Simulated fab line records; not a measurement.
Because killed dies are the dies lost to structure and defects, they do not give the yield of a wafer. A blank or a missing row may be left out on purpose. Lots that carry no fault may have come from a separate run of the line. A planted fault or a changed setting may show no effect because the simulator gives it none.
Comparing a struck lot with a sound one -- flow gf180mcu -- 17 steps out of a route of 602
Sound: the wafers L286.1, L286.2, L286.3. Wafers L289.3, L289.4, L289.6 were the ones struck. The cause comes at the end.
Order at every step that has rows: each side's tool, ch and its chambers, its first start. Under that, the readings that differ: sound wafers -- struck wafers -- difference of the means -- sigmas: that difference in standard deviations of wafers without a fault.
alike: readings whose means differ by less than 2 such deviations, and words and numbers that are the same on both sides. not compared: withheld readings, readings that some wafer has no value for, bounds like >300 that may hide the same value, and numbers for which the record gives no deviation and whose values overlap.
Wherever a step has rows on one side only, a row that says differs or no value, or a row with sigmas, the two part there. Numbers that have no deviation but don't overlap get no sigmas and don't part them. A reading missing from all wafers of one side parts the sides only when that side holds two or more wafers.

GF_V2_ETCH_17: etches SiO2 in C4F8/O2/Ar, stops on TiN, target depth 630 nm.
  sound on rieDiel-04 ch 1,2,3; struck on rieDiel-03 ch 1,2
  alike: biasW, oesProductAu
GF_V2_STRIP_18: strips in O2/N2.
  sound on plasmaAsher-01 ch 0,1, day 24 12:25; struck on plasmaAsher-03 ch 0,1, day 25 08:39
  alike: drypumpMotorCurrentA, heaterPowerW, oesProductAu
  not compared: rfHoursCounterH
then, 3 steps without rows for these wafers: GF_V2_STRIP_19 (strips in post etch residue remover, time 1200 s); GF_V2_CLEAN_20 (cleans in DIW); GF_V2_SPUTTER_21 (material Ti, target thk 15 nm, time 80.02 s).
GF_V2_SPUTTER_22: material TiN, target thk 10 nm, time 40 s.
  sound on pvdSputter-03 at day 24 13:00; struck on pvdSputter-03 at day 25 09:15
  alike: cathodeDcPowerW, chamberPressurePa, throttleValvePct
then, 1 step without rows for these wafers: GF_V2_CVD_23 (deposits W, target thk 350 nm, time 104.94 s).
GF_V2_RS_MEAS_24: measures by four-point-probe.
  sound on filmMetro-04 at day 24 13:09; struck on filmMetro-01 at day 25 09:26
  alike: V2_W_RS
GF_V2_THK_MEAS_25: measures by xrf.
  sound on filmMetro-04 at day 24 13:16; struck on filmMetro-01 at day 25 09:32
  alike: V2_W_THK
then, 2 steps without rows for these wafers: GF_V2_CMP_26 (polishes, stops on SiO2, t overpolish 15 s, target thk 0 nm); GF_M3_SPUTTER_00 (material Ti, target thk 37.5 nm, time 150 s).
GF_M3_SPUTTER_01: material TiN, target thk 30 nm, time 25 s.
  sound on pvdSputter-02 at day 24 13:44; struck on pvdSputter-04 at day 25 09:59
reading,sound,struck,difference,sigmas
chamberPressurePa (Pa),0.3988 0.4005 0.3995,0.4016 0.4018 0.4009,+0.0018,+2
  alike: cathodeDcPowerW, throttleValvePct
GF_M3_SPUTTER_02: material AlCu, target thk 450 nm, time 23.9 s.
  sound on pvdSputter-02 at day 24 13:46; struck on pvdSputter-04 at day 25 10:01
  no value came back on the struck wafers for cathodeDcPowerW (W), chamberPressurePa (Pa), throttleValvePct (%); on the sound wafers cathodeDcPowerW (W) reads 10599 10601 10599
GF_M3_SPUTTER_03: material Ti, target thk 10 nm, time 6.7 s.
  sound on pvdSputter-02 at day 24 13:47; struck on pvdSputter-04 at day 25 10:03
  alike: cathodeDcPowerW, chamberPressurePa, throttleValvePct
then, 1 step without rows for these wafers: GF_M3_SPUTTER_04 (material TiN, target thk 50 nm, time 41.7 s).
GF_M3_RS_MEAS_05: measures by four-point-probe.
  sound on filmMetro-02 at day 24 13:51; struck on filmMetro-01 at day 25 10:26
reading,sound,struck,difference,sigmas
M3_ALCU_RS (ohm/sq),0.0707 0.0708 0.0697,7.1487 7.1324 7.0954,+7.0551,+99 or more
  not compared: hold
following that, these wafers have no rows for 1 step: GF_PASSIVATION_PROBE_99.

== WHERE THEY PART ==
Earliest at GF_M3_SPUTTER_01; latest, in this record, at GF_M3_RS_MEAS_05.

WHY: what the simulator had put in
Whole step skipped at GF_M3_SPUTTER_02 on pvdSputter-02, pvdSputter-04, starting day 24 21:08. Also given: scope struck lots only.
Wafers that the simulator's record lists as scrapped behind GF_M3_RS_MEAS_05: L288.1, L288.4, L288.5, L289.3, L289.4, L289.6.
